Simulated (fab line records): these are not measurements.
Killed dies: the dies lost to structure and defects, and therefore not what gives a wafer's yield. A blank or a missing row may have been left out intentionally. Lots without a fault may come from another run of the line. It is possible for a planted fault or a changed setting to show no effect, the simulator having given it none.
What tool caused it? || flow gf180mcu || 24 lots with 72 wafers sampled at 6 steps, on a route of 602 steps

== WHAT EACH GAUGE READ, for each wafer ==
GF_V2_CD_MEAS_14 targets a cd of 260 nm. Usual: cd nm at 259.4 nm, with a standard deviation of 1.3.
{"lot": "L074", "measured": "day 20 07:20", "on": "cd sem-02", "cd nm (nm)": "258.1 257.7 257.6", "flag": ""}
{"lot": "L075", "measured": "day 20 08:47", "on": "cd sem-01", "cd nm (nm)": "257.8 258.2 258.9", "flag": ""}
{"lot": "L076", "measured": "day 20 18:26", "on": "cd sem-01", "cd nm (nm)": "259.3 259.2 259.9", "flag": ""}
{"lot": "L077", "measured": "day 21 13:07", "on": "cd sem-01", "cd nm (nm)": "259.0 258.4 260.2", "flag": ""}
{"lot": "L078", "measured": "day 21 13:28", "on": "cd sem-02", "cd nm (nm)": "261.8 261.3 260.7", "flag": ""}
{"lot": "L079", "measured": "day 21 22:03", "on": "cd sem-02", "cd nm (nm)": "259.1 257.0 257.7", "flag": ""}
{"lot": "L080", "measured": "day 22 12:47", "on": "cd sem-01", "cd nm (nm)": "258.6 259.8 259.8", "flag": ""}
{"lot": "L081", "measured": "day 22 15:43", "on": "cd sem-02", "cd nm (nm)": "260.4 260.3 260.7", "flag": ""}
{"lot": "L082", "measured": "day 23 00:38", "on": "cd sem-02", "cd nm (nm)": "261.1 260.5 259.2", "flag": ""}
{"lot": "L083", "measured": "day 23 07:29", "on": "cd sem-01", "cd nm (nm)": "258.3 259.9 258.9", "flag": ""}
{"lot": "L084", "measured": "day 23 17:46", "on": "cd sem-01", "cd nm (nm)": "260.1 260.9 260.8", "flag": ""}
{"lot": "L085", "measured": "day 24 04:43", "on": "cd sem-01", "cd nm (nm)": "260.1 262.2 261.6", "flag": ""}
{"lot": "L086", "measured": "day 24 08:42", "on": "cd sem-02", "cd nm (nm)": "261.6 259.7 261.7", "flag": ""}
{"lot": "L087", "measured": "day 25 04:44", "on": "cd sem-02", "cd nm (nm)": "260.1 260.2 260.9", "flag": ""}
{"lot": "L088", "measured": "day 25 08:51", "on": "cd sem-02", "cd nm (nm)": "259.5 260.0 260.0", "flag": ""}
{"lot": "L089", "measured": "day 25 15:47", "on": "cd sem-01", "cd nm (nm)": "259.4 259.1 257.8", "flag": ""}
{"lot": "L090", "measured": "day 26 00:39", "on": "cd sem-02", "cd nm (nm)": "260.0 261.2 259.7", "flag": ""}
{"lot": "L091", "measured": "day 26 05:25", "on": "cd sem-01", "cd nm (nm)": "258.7 259.0 258.9", "flag": ""}
{"lot": "L092", "measured": "day 26 13:20", "on": "cd sem-01", "cd nm (nm)": "257.4 258.6 257.9", "flag": ""}
{"lot": "L093", "measured": "day 27 02:25", "on": "cd sem-02", "cd nm (nm)": "256.8 256.7 257.2", "flag": ""}
{"lot": "L094", "measured": "day 27 02:46", "on": "cd sem-01", "cd nm (nm)": "258.1 258.1 257.5", "flag": ""}
{"lot": "L095", "measured": "day 27 07:39", "on": "cd sem-01", "cd nm (nm)": "260.2 259.4 259.0", "flag": ""}
{"lot": "L096", "measured": "day 28 02:28", "on": "cd sem-02", "cd nm (nm)": "261.7 260.2 260.2", "flag": ""}
{"lot": "L097", "measured": "day 28 05:55", "on": "cd sem-01", "cd nm (nm)": "258.7 259.5 259.0", "flag": ""}

GF_M3_THK_MEAS_06: measures by xrf. Usual: for M3_ALCU_THK the level is 442 nm and the standard deviation is 5.5.
{"lot": "L074", "measured": "day 20 09:11", "on": "film metro-04", "M3_ALCU_THK (nm)": "447 449 452", "flag": ""}
{"lot": "L075", "measured": "day 20 10:38", "on": "film metro-03", "M3_ALCU_THK (nm)": "443 438 438", "flag": ""}
{"lot": "L076", "measured": "day 20 20:19", "on": "film metro-04", "M3_ALCU_THK (nm)": "451 447 447", "flag": ""}
{"lot": "L077", "measured": "day 21 15:01", "on": "film metro-03", "M3_ALCU_THK (nm)": "443 441 442", "flag": ""}
{"lot": "L078", "measured": "day 21 15:24", "on": "film metro-01", "M3_ALCU_THK (nm)": "448 444 446", "flag": ""}
{"lot": "L079", "measured": "day 21 23:56", "on": "film metro-03", "M3_ALCU_THK (nm)": "444 445 442", "flag": ""}
{"lot": "L080", "measured": "day 22 14:40", "on": "film metro-01", "M3_ALCU_THK (nm)": "441 445 440", "flag": ""}
{"lot": "L081", "measured": "day 22 17:34", "on": "film metro-03", "M3_ALCU_THK (nm)": "441 446 448", "flag": ""}
{"lot": "L082", "measured": "day 23 02:29", "on": "film metro-03", "M3_ALCU_THK (nm)": "442 444 444", "flag": ""}
{"lot": "L083", "measured": "day 23 09:41", "on": "film metro-01", "M3_ALCU_THK (nm)": "436 441 440", "flag": ""}
{"lot": "L084", "measured": "day 23 19:37", "on": "film metro-01", "M3_ALCU_THK (nm)": "444 441 442", "flag": ""}
{"lot": "L085", "measured": "day 24 06:34", "on": "film metro-03", "M3_ALCU_THK (nm)": "438 438 445", "flag": ""}
{"lot": "L086", "measured": "day 24 10:37", "on": "film metro-03", "M3_ALCU_THK (nm)": "459 454 456", "flag": ""}
{"lot": "L087", "measured": "day 25 06:35", "on": "film metro-01", "M3_ALCU_THK (nm)": "436 436 437", "flag": ""}
{"lot": "L088", "measured": "day 25 10:43", "on": "film metro-03", "M3_ALCU_THK (nm)": "448 447 444", "flag": ""}
{"lot": "L089", "measured": "day 25 17:40", "on": "film metro-01", "M3_ALCU_THK (nm)": "437 443 436", "flag": ""}
{"lot": "L090", "measured": "day 26 02:30", "on": "film metro-03", "M3_ALCU_THK (nm)": "437 436 435", "flag": ""}
{"lot": "L091", "measured": "day 26 07:18", "on": "film metro-01", "M3_ALCU_THK (nm)": "433 436 432", "flag": ""}
{"lot": "L092", "measured": "day 26 15:11", "on": "film metro-03", "M3_ALCU_THK (nm)": "433 432 433", "flag": ""}
{"lot": "L093", "measured": "day 27 04:17", "on": "film metro-04", "M3_ALCU_THK (nm)": "429 431 432", "flag": ""}
{"lot": "L094", "measured": "day 27 04:37", "on": "film metro-03", "M3_ALCU_THK (nm)": "438 442 439", "flag": ""}
{"lot": "L095", "measured": "day 27 09:32", "on": "film metro-04", "M3_ALCU_THK (nm)": "451 447 447", "flag": ""}
{"lot": "L096", "measured": "day 28 04:19", "on": "film metro-01", "M3_ALCU_THK (nm)": "443 444 446", "flag": ""}
{"lot": "L097", "measured": "day 28 07:46", "on": "film metro-03", "M3_ALCU_THK (nm)": "439 442 443", "flag": ""}

GF_M4_THK_MEAS_06: measures by xrf. Usual: for M4_ALCU_THK the level is 440 nm and the standard deviation is 4.7.
{"lot": "L074", "measured": "day 22 11:35", "on": "film metro-01", "M4_ALCU_THK (nm)": "441 443 441", "flag": ""}
{"lot": "L075", "measured": "day 22 13:25", "on": "film metro-03", "M4_ALCU_THK (nm)": "437 433 440", "flag": ""}
{"lot": "L076", "measured": "day 22 23:04", "on": "film metro-02", "M4_ALCU_THK (nm)": "447 445 446", "flag": ""}
{"lot": "L077", "measured": "day 23 15:46", "on": "film metro-01", "M4_ALCU_THK (nm)": "441 439 439", "flag": ""}
{"lot": "L078", "measured": "day 23 16:43", "on": "film metro-03", "M4_ALCU_THK (nm)": "433 431 430", "flag": ""}
{"lot": "L079", "measured": "day 24 00:34", "on": "film metro-01", "M4_ALCU_THK (nm)": "433 428 437", "flag": ""}
{"lot": "L080", "measured": "day 24 14:35", "on": "film metro-02", "M4_ALCU_THK (nm)": "439 448 444", "flag": ""}
{"lot": "L081", "measured": "day 24 17:32", "on": "film metro-02", "M4_ALCU_THK (nm)": "447 446 448", "flag": ""}
{"lot": "L082", "measured": "day 25 01:33", "on": "film metro-02", "M4_ALCU_THK (nm)": "449 448 444", "flag": ""}
{"lot": "L083", "measured": "day 25 08:24", "on": "film metro-01", "M4_ALCU_THK (nm)": "436 437 435", "flag": ""}
{"lot": "L084", "measured": "day 25 18:07", "on": "film metro-01", "M4_ALCU_THK (nm)": "439 440 436", "flag": ""}
{"lot": "L085", "measured": "day 26 04:38", "on": "film metro-03", "M4_ALCU_THK (nm)": "440 437 443", "flag": ""}
{"lot": "L086", "measured": "day 26 07:45", "on": "film metro-01", "M4_ALCU_THK (nm)": "435 439 433", "flag": ""}
{"lot": "L087", "measured": "day 27 04:08", "on": "film metro-03", "M4_ALCU_THK (nm)": "433 442 441", "flag": ""}
{"lot": "L088", "measured": "day 27 07:44", "on": "film metro-01", "M4_ALCU_THK (nm)": "440 438 441", "flag": ""}
{"lot": "L089", "measured": "day 27 14:08", "on": "film metro-03", "M4_ALCU_THK (nm)": "439 434 431", "flag": ""}
{"lot": "L090", "measured": "day 27 23:28", "on": "film metro-03", "M4_ALCU_THK (nm)": "441 442 443", "flag": ""}
{"lot": "L091", "measured": "day 28 02:46", "on": "film metro-01", "M4_ALCU_THK (nm)": "446 440 440", "flag": ""}
{"lot": "L092", "measured": "day 28 10:28", "on": "film metro-03", "M4_ALCU_THK (nm)": "440 436 436", "flag": ""}
{"lot": "L093", "measured": "day 28 21:11", "on": "film metro-03", "M4_ALCU_THK (nm)": "438 446 442", "flag": ""}
{"lot": "L094", "measured": "day 28 22:50", "on": "film metro-01", "M4_ALCU_THK (nm)": "443 440 447", "flag": ""}
{"lot": "L095", "measured": "day 29 04:11", "on": "film metro-01", "M4_ALCU_THK (nm)": "435 437 433", "flag": ""}
{"lot": "L096", "measured": "day 29 21:21", "on": "film metro-03", "M4_ALCU_THK (nm)": "436 433 432", "flag": ""}
{"lot": "L097", "measured": "day 30 00:46", "on": "film metro-01", "M4_ALCU_THK (nm)": "441 444 438", "flag": ""}

== WHAT TOOL EACH LOT RAN ON (gives the tool, then ch and the chambers of the sampled wafers, and finally the start) ==
{"lot": "L074", "GF_V3_ETCH_16": "rie diel-02 ch 1,2,3, day 22 09:53", "GF_V3_CVD_23": "cvd w-01 ch 0,1, day 22 10:40", "GF_M4_SPUTTER_02": "pvd sputter-04, day 22 11:23"}
{"lot": "L075", "GF_V3_ETCH_16": "rie diel-03 ch 0,1,3, day 22 11:42", "GF_V3_CVD_23": "cvd w-02 ch 0,1, day 22 12:28", "GF_M4_SPUTTER_02": "pvd sputter-04, day 22 13:12"}
{"lot": "L076", "GF_V3_ETCH_16": "rie diel-04 ch 0,1, day 22 21:20", "GF_V3_CVD_23": "cvd w-02 ch 0,1, day 22 22:08", "GF_M4_SPUTTER_02": "pvd sputter-01, day 22 22:51"}
{"lot": "L077", "GF_V3_ETCH_16": "rie diel-02 ch 1,2, day 23 14:02", "GF_V3_CVD_23": "cvd w-02 ch 0,1, day 23 14:50", "GF_M4_SPUTTER_02": "pvd sputter-01, day 23 15:33"}
{"lot": "L078", "GF_V3_ETCH_16": "rie diel-04 ch 0,2,3, day 23 14:59", "GF_V3_CVD_23": "cvd w-01 ch 0,1, day 23 15:47", "GF_M4_SPUTTER_02": "pvd sputter-03, day 23 16:31"}
{"lot": "L079", "GF_V3_ETCH_16": "rie diel-04 ch 0,1,3, day 23 22:44", "GF_V3_CVD_23": "cvd w-02 ch 1, day 23 23:37", "GF_M4_SPUTTER_02": "pvd sputter-03, day 24 00:20"}
{"lot": "L080", "GF_V3_ETCH_16": "rie diel-03 ch 0,3, day 24 12:52", "GF_V3_CVD_23": "cvd w-01 ch 0,1, day 24 13:38", "GF_M4_SPUTTER_02": "pvd sputter-03, day 24 14:22"}
{"lot": "L081", "GF_V3_ETCH_16": "rie diel-02 ch 1,2,3, day 24 15:50", "GF_V3_CVD_23": "cvd w-02 ch 0,1, day 24 16:36", "GF_M4_SPUTTER_02": "pvd sputter-01, day 24 17:19"}
{"lot": "L082", "GF_V3_ETCH_16": "rie diel-02 ch 1,3, day 24 23:49", "GF_V3_CVD_23": "cvd w-01 ch 0,1, day 25 00:37", "GF_M4_SPUTTER_02": "pvd sputter-04, day 25 01:20"}
{"lot": "L083", "GF_V3_ETCH_16": "rie diel-04 ch 1,3, day 25 06:41", "GF_V3_CVD_23": "cvd w-01 ch 0,1, day 25 07:27", "GF_M4_SPUTTER_02": "pvd sputter-01, day 25 08:11"}
{"lot": "L084", "GF_V3_ETCH_16": "rie diel-02 ch 0,2, day 25 16:25", "GF_V3_CVD_23": "cvd w-01 ch 0,1, day 25 17:11", "GF_M4_SPUTTER_02": "pvd sputter-03, day 25 17:55"}
{"lot": "L085", "GF_V3_ETCH_16": "rie diel-03 ch 1,2,3, day 26 02:56", "GF_V3_CVD_23": "cvd w-01 ch 0,1, day 26 03:42", "GF_M4_SPUTTER_02": "pvd sputter-01, day 26 04:25"}
{"lot": "L086", "GF_V3_ETCH_16": "rie diel-04 ch 0,2,3, day 26 06:02", "GF_V3_CVD_23": "cvd w-01 ch 0,1, day 26 06:50", "GF_M4_SPUTTER_02": "pvd sputter-01, day 26 07:31"}
{"lot": "L087", "GF_V3_ETCH_16": "rie diel-03 ch 1,2,3, day 27 01:56", "GF_V3_CVD_23": "cvd w-01 ch 1, day 27 03:11", "GF_M4_SPUTTER_02": "pvd sputter-04, day 27 03:55"}
{"lot": "L088", "GF_V3_ETCH_16": "rie diel-03 ch 1,2,3, day 27 05:50", "GF_V3_CVD_23": "cvd w-02 ch 0,1, day 27 06:47", "GF_M4_SPUTTER_02": "pvd sputter-03, day 27 07:29"}
{"lot": "L089", "GF_V3_ETCH_16": "rie diel-03 ch 0,2, day 27 11:53", "GF_V3_CVD_23": "cvd w-01 ch 0,1, day 27 13:11", "GF_M4_SPUTTER_02": "pvd sputter-03, day 27 13:55"}
{"lot": "L090", "GF_V3_ETCH_16": "rie diel-04 ch 0,1,2, day 27 21:44", "GF_V3_CVD_23": "cvd w-01 ch 0,1, day 27 22:32", "GF_M4_SPUTTER_02": "pvd sputter-04, day 27 23:15"}
{"lot": "L091", "GF_V3_ETCH_16": "rie diel-03 ch 0,2,3, day 28 01:01", "GF_V3_CVD_23": "cvd w-02 ch 0,1, day 28 01:51", "GF_M4_SPUTTER_02": "pvd sputter-04, day 28 02:32"}
{"lot": "L092", "GF_V3_ETCH_16": "rie diel-03 ch 0,1,2, day 28 08:47", "GF_V3_CVD_23": "cvd w-02 ch 0,1, day 28 09:32", "GF_M4_SPUTTER_02": "pvd sputter-01, day 28 10:16"}
{"lot": "L093", "GF_V3_ETCH_16": "rie diel-04 ch 0,1,2, day 28 19:29", "GF_V3_CVD_23": "cvd w-02 ch 0,1, day 28 20:15", "GF_M4_SPUTTER_02": "pvd sputter-04, day 28 20:58"}
{"lot": "L094", "GF_V3_ETCH_16": "rie diel-04 ch 1,2,3, day 28 21:02", "GF_V3_CVD_23": "cvd w-02 ch 0,1, day 28 21:50", "GF_M4_SPUTTER_02": "pvd sputter-04, day 28 22:36"}
{"lot": "L095", "GF_V3_ETCH_16": "rie diel-02 ch 0,1,2, day 29 02:26", "GF_V3_CVD_23": "cvd w-01 ch 0,1, day 29 03:12", "GF_M4_SPUTTER_02": "pvd sputter-03, day 29 03:58"}
{"lot": "L096", "GF_V3_ETCH_16": "rie diel-02 ch 1,2, day 29 19:32", "GF_V3_CVD_23": "cvd w-01 ch 0,1, day 29 20:25", "GF_M4_SPUTTER_02": "pvd sputter-04, day 29 21:08"}
{"lot": "L097", "GF_V3_ETCH_16": "rie diel-04 ch 0,1,3, day 29 22:59", "GF_V3_CVD_23": "cvd w-01 ch 1, day 29 23:50", "GF_M4_SPUTTER_02": "pvd sputter-04, day 30 00:33"}
- GF_V3_ETCH_16: etches BARC in N2/H2.
- GF_V3_CVD_23: deposits W, target thk 350 nm, time 104.9 s.
- GF_M4_SPUTTER_02: material AlCu, target thk 450 nm, time 23.9 s.

== WHAT THE TOOLS THEMSELVES READ (means of the sampled wafers that have a number; where no wafer has one, the mark that the record gives instead) ==
GF_V3_ETCH_16. Usual: drypump motor current A 5.9 A, standard deviation 0.49; h2 flow sccm 200.0 sccm, standard deviation 0.59; oes product au 0.854 a.u., standard deviation 0.0048; throttle valve pct 13.224 %, standard deviation 0.009.
{"lot": "L074", "tool": "rie diel-02", "drypump motor current A (A)": 6.1, "h2 flow sccm (sccm)": 199.9, "oes product au (a.u.)": 0.858, "throttle valve pct (%)": 13.223, "flag": ""}
{"lot": "L075", "tool": "rie diel-03", "drypump motor current A (A)": 5.8, "h2 flow sccm (sccm)": 199.9, "oes product au (a.u.)": 0.854, "throttle valve pct (%)": 13.222, "flag": ""}
{"lot": "L076", "tool": "rie diel-04", "drypump motor current A (A)": 5.5, "h2 flow sccm (sccm)": 199.8, "oes product au (a.u.)": 0.857, "throttle valve pct (%)": 13.230, "flag": ""}
{"lot": "L077", "tool": "rie diel-02", "drypump motor current A (A)": 6.6, "h2 flow sccm (sccm)": 200.1, "oes product au (a.u.)": 0.857, "throttle valve pct (%)": 13.226, "flag": ""}
{"lot": "L078", "tool": "rie diel-04", "drypump motor current A (A)": 5.8, "h2 flow sccm (sccm)": 200.0, "oes product au (a.u.)": 0.850, "throttle valve pct (%)": 13.228, "flag": ""}
{"lot": "L079", "tool": "rie diel-04", "drypump motor current A (A)": 5.6, "h2 flow sccm (sccm)": 199.4, "oes product au (a.u.)": 0.857, "throttle valve pct (%)": 13.226, "flag": ""}
{"lot": "L080", "tool": "rie diel-03", "drypump motor current A (A)": 6.0, "h2 flow sccm (sccm)": 200.2, "oes product au (a.u.)": 0.857, "throttle valve pct (%)": 13.223, "flag": ""}
{"lot": "L081", "tool": "rie diel-02", "drypump motor current A (A)": 6.1, "h2 flow sccm (sccm)": 200.1, "oes product au (a.u.)": 0.857, "throttle valve pct (%)": 13.223, "flag": ""}
{"lot": "L082", "tool": "rie diel-02", "drypump motor current A (A)": 6.0, "h2 flow sccm (sccm)": 199.8, "oes product au (a.u.)": 0.852, "throttle valve pct (%)": 13.236, "flag": ""}
{"lot": "L083", "tool": "rie diel-04", "drypump motor current A (A)": 5.8, "h2 flow sccm (sccm)": 200.1, "oes product au (a.u.)": 0.850, "throttle valve pct (%)": 13.218, "flag": ""}
{"lot": "L084", "tool": "rie diel-02", "drypump motor current A (A)": 6.5, "h2 flow sccm (sccm)": 199.7, "oes product au (a.u.)": 0.857, "throttle valve pct (%)": 13.220, "flag": ""}
{"lot": "L085", "tool": "rie diel-03", "drypump motor current A (A)": 5.8, "h2 flow sccm (sccm)": 200.2, "oes product au (a.u.)": 0.856, "throttle valve pct (%)": 13.219, "flag": ""}
{"lot": "L086", "tool": "rie diel-04", "drypump motor current A (A)": 5.8, "h2 flow sccm (sccm)": 199.9, "oes product au (a.u.)": 0.855, "throttle valve pct (%)": 13.231, "flag": ""}
{"lot": "L087", "tool": "rie diel-03", "drypump motor current A (A)": 5.8, "h2 flow sccm (sccm)": 200.5, "oes product au (a.u.)": 0.851, "throttle valve pct (%)": 13.230, "flag": ""}
{"lot": "L088", "tool": "rie diel-03", "drypump motor current A (A)": 5.7, "h2 flow sccm (sccm)": 200.3, "oes product au (a.u.)": 0.854, "throttle valve pct (%)": 13.227, "flag": ""}
{"lot": "L089", "tool": "rie diel-03", "drypump motor current A (A)": 5.4, "h2 flow sccm (sccm)": 200.0, "oes product au (a.u.)": 0.858, "throttle valve pct (%)": 13.223, "flag": ""}
{"lot": "L090", "tool": "rie diel-04", "drypump motor current A (A)": 5.8, "h2 flow sccm (sccm)": 199.8, "oes product au (a.u.)": 0.854, "throttle valve pct (%)": 13.217, "flag": ""}
{"lot": "L091", "tool": "rie diel-03", "drypump motor current A (A)": 5.6, "h2 flow sccm (sccm)": 200.0, "oes product au (a.u.)": 0.856, "throttle valve pct (%)": 13.226, "flag": ""}
{"lot": "L092", "tool": "rie diel-03", "drypump motor current A (A)": 5.5, "h2 flow sccm (sccm)": 199.7, "oes product au (a.u.)": 0.853, "throttle valve pct (%)": 13.236, "flag": ""}
{"lot": "L093", "tool": "rie diel-04", "drypump motor current A (A)": 5.8, "h2 flow sccm (sccm)": 199.9, "oes product au (a.u.)": 0.853, "throttle valve pct (%)": 13.226, "flag": ""}
{"lot": "L094", "tool": "rie diel-04", "drypump motor current A (A)": 5.9, "h2 flow sccm (sccm)": 199.4, "oes product au (a.u.)": 0.854, "throttle valve pct (%)": 13.225, "flag": ""}
{"lot": "L095", "tool": "rie diel-02", "drypump motor current A (A)": 6.3, "h2 flow sccm (sccm)": 199.9, "oes product au (a.u.)": 0.853, "throttle valve pct (%)": 13.223, "flag": ""}
{"lot": "L096", "tool": "rie diel-02", "drypump motor current A (A)": 6.6, "h2 flow sccm (sccm)": 200.6, "oes product au (a.u.)": 0.859, "throttle valve pct (%)": 13.219, "flag": ""}
{"lot": "L097", "tool": "rie diel-04", "drypump motor current A (A)": 5.6, "h2 flow sccm (sccm)": 200.6, "oes product au (a.u.)": 0.859, "throttle valve pct (%)": 13.233, "flag": ""}

GF_V3_CVD_23. Usual: heater power w at 813 W, with a standard deviation of 110.
{"lot": "L074", "tool": "cvd w-01", "heater power w (W)": 749, "flag": ""}
{"lot": "L075", "tool": "cvd w-02", "heater power w (W)": 963, "flag": ""}
{"lot": "L076", "tool": "cvd w-02", "heater power w (W)": 878, "flag": ""}
{"lot": "L077", "tool": "cvd w-02", "heater power w (W)": 936, "flag": ""}
{"lot": "L078", "tool": "cvd w-01", "heater power w (W)": 747, "flag": ""}
{"lot": "L079", "tool": "cvd w-02", "heater power w (W)": 1022, "flag": ""}
{"lot": "L080", "tool": "cvd w-01", "heater power w (W)": 716, "flag": ""}
{"lot": "L081", "tool": "cvd w-02", "heater power w (W)": 897, "flag": ""}
{"lot": "L082", "tool": "cvd w-01", "heater power w (W)": 746, "flag": ""}
{"lot": "L083", "tool": "cvd w-01", "heater power w (W)": 738, "flag": ""}
{"lot": "L084", "tool": "cvd w-01", "heater power w (W)": 731, "flag": ""}
{"lot": "L085", "tool": "cvd w-01", "heater power w (W)": 742, "flag": ""}
{"lot": "L086", "tool": "cvd w-01", "heater power w (W)": 745, "flag": ""}
{"lot": "L087", "tool": "cvd w-01", "heater power w (W)": 773, "flag": ""}
{"lot": "L088", "tool": "cvd w-02", "heater power w (W)": 947, "flag": ""}
{"lot": "L089", "tool": "cvd w-01", "heater power w (W)": 748, "flag": ""}
{"lot": "L090", "tool": "cvd w-01", "heater power w (W)": 747, "flag": ""}
{"lot": "L091", "tool": "cvd w-02", "heater power w (W)": 954, "flag": ""}
{"lot": "L092", "tool": "cvd w-02", "heater power w (W)": 957, "flag": ""}
{"lot": "L093", "tool": "cvd w-02", "heater power w (W)": 879, "flag": ""}
{"lot": "L094", "tool": "cvd w-02", "heater power w (W)": 899, "flag": ""}
{"lot": "L095", "tool": "cvd w-01", "heater power w (W)": 727, "flag": ""}
{"lot": "L096", "tool": "cvd w-01", "heater power w (W)": 751, "flag": ""}
{"lot": "L097", "tool": "cvd w-01", "heater power w (W)": 753, "flag": ""}

GF_M4_SPUTTER_02. Usual: throttle valve pct at 29.4 %, with a standard deviation of 0.85.
{"lot": "L074", "tool": "pvd sputter-04", "throttle valve pct (%)": 29.8, "flag": ""}
{"lot": "L075", "tool": "pvd sputter-04", "throttle valve pct (%)": 28.5, "flag": ""}
{"lot": "L076", "tool": "pvd sputter-01", "throttle valve pct (%)": 29.9, "flag": ""}
{"lot": "L077", "tool": "pvd sputter-01", "throttle valve pct (%)": 29.9, "flag": ""}
{"lot": "L078", "tool": "pvd sputter-03", "throttle valve pct (%)": 29.2, "flag": ""}
{"lot": "L079", "tool": "pvd sputter-03", "throttle valve pct (%)": 29.3, "flag": ""}
{"lot": "L080", "tool": "pvd sputter-03", "throttle valve pct (%)": 29.0, "flag": ""}
{"lot": "L081", "tool": "pvd sputter-01", "throttle valve pct (%)": 29.8, "flag": ""}
{"lot": "L082", "tool": "pvd sputter-04", "throttle valve pct (%)": 29.3, "flag": ""}
{"lot": "L083", "tool": "pvd sputter-01", "throttle valve pct (%)": 30.4, "flag": ""}
{"lot": "L084", "tool": "pvd sputter-03", "throttle valve pct (%)": 28.8, "flag": ""}
{"lot": "L085", "tool": "pvd sputter-01", "throttle valve pct (%)": 29.6, "flag": ""}
{"lot": "L086", "tool": "pvd sputter-01", "throttle valve pct (%)": 29.9, "flag": ""}
{"lot": "L087", "tool": "pvd sputter-04", "throttle valve pct (%)": 29.4, "flag": ""}
{"lot": "L088", "tool": "pvd sputter-03", "throttle valve pct (%)": 29.0, "flag": ""}
{"lot": "L089", "tool": "pvd sputter-03", "throttle valve pct (%)": 29.1, "flag": ""}
{"lot": "L090", "tool": "pvd sputter-04", "throttle valve pct (%)": 29.6, "flag": ""}
{"lot": "L091", "tool": "pvd sputter-04", "throttle valve pct (%)": 30.2, "flag": ""}
{"lot": "L092", "tool": "pvd sputter-01", "throttle valve pct (%)": 30.5, "flag": ""}
{"lot": "L093", "tool": "pvd sputter-04", "throttle valve pct (%)": 29.6, "flag": ""}
{"lot": "L094", "tool": "pvd sputter-04", "throttle valve pct (%)": 28.6, "flag": ""}
{"lot": "L095", "tool": "pvd sputter-03", "throttle valve pct (%)": 29.4, "flag": ""}
{"lot": "L096", "tool": "pvd sputter-04", "throttle valve pct (%)": 29.3, "flag": ""}
{"lot": "L097", "tool": "pvd sputter-04", "throttle valve pct (%)": 29.6, "flag": ""}

== THE ANSWER, worked out from the rows above alone ==
Rule: take the mean of a lot's wafers that have a number; if it is more than 3 standard deviations from the usual mean, the lot is off. A lot without any number at a reading at which 4 lots or more have one is off too. Any other lot the step has rows for is counted as sound. After the gauges, taken in route order, come the tools' own readings; for these a lot's mean is taken, as printed above. At the first step where some lot is off, the reading lying furthest off is the one used; lots without a number count as furthest.
Nothing can be told from this: no lot is off at any reading shown.

== WHAT THE SIMULATOR HAD PUT IN ==
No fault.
